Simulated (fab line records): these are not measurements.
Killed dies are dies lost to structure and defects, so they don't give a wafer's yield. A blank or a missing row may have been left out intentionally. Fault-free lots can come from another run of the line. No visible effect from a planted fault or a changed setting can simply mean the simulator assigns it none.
Matching of chambers + flow sky130 + SKY_VIA1_CMP_24 on cmp-02 has 4 sister chambers
The step polishes, stops on SiO2, t overpolish 15 s, target thk 0 nm. 8 wafers are shown with their chamber, then 12 later ones without.

WAFERS, EACH WITH ITS CHAMBER
| wafer  | chamber | motor_current_A (A) | time_to_endpoint_s (s) |
|--------|---------|---------------------|------------------------|
| L086.5 | 3       | 9.5                 | 68                     |
| L086.6 | 2       | 9.5                 | 68                     |
| L089.1 | 3       | 10.0                | 69                     |
| L089.4 | 1       | 10.6                | 68                     |
| L089.5 | 0       | 11.1                | 67                     |
| L091.2 | 0       | 11.3                | 66                     |
| L091.3 | 1       | 10.6                | 74                     |
| L091.5 | 2       | 10.6                | 72                     |

WAFERS MISSING THEIR CHAMBER
| wafer  | motor_current_A (A) | time_to_endpoint_s (s) |
|--------|---------------------|------------------------|
| L094.1 | 10.9                | 66                     |
| L094.4 | 11.9                | 64                     |
| L094.5 | 11.0                | 63                     |
| L095.1 | 9.8                 | 66                     |
| L095.5 | 9.7                 | 66                     |
| L095.6 | 12.3                | 62                     |
| L096.2 | 9.4                 | 65                     |
| L096.3 | 12.2                | 63                     |
| L096.6 | 11.7                | 64                     |
| L097.1 | 10.2                | 69                     |
| L097.4 | 11.5                | 63                     |
| L097.6 | 9.9                 | 71                     |

THE CHAMBER EACH PASSED THROUGH
| wafer  | from the rows above               | in truth |
|--------|-----------------------------------|----------|
| L094.1 | can't be placed: 0 or 1 or 2      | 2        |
| L094.4 | 0                                 | 0        |
| L094.5 | can't be placed: 0 or 1           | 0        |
| L095.1 | can't be placed: 3 or 2 or 1      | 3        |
| L095.5 | can't be placed: 3 or 2 or 1      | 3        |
| L095.6 | 0                                 | 0        |
| L096.2 | can't be placed: 3 or 2           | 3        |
| L096.3 | 0                                 | 0        |
| L096.6 | 0                                 | 0        |
| L097.1 | can't be placed: 2 or 3 or 1 or 0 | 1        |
| L097.4 | 0                                 | 0        |
| L097.6 | can't be placed: 2 or 3 or 1      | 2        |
Placed correctly: 5 of 12. From these rows, 7 cannot be placed; in 7 the true chamber is one of the candidates. Wrongly placed: 0.
How it was worked out, from the rows above alone: a wafer's distance from a chamber is the root of the sum, over the readings, of the square of ((its reading less the chamber's mean) divided by the reading's scatter). If the next closest chamber is less than 2 further off than the closest, the wafer can't be placed; otherwise it belongs to the closest. For every chamber, the mean is computed from those of its wafers that are shown. How the scatter is found: for the shown wafers, subtract from each reading the mean of its chamber, square and add these, divide the total by (wafers less chambers), then take the root.
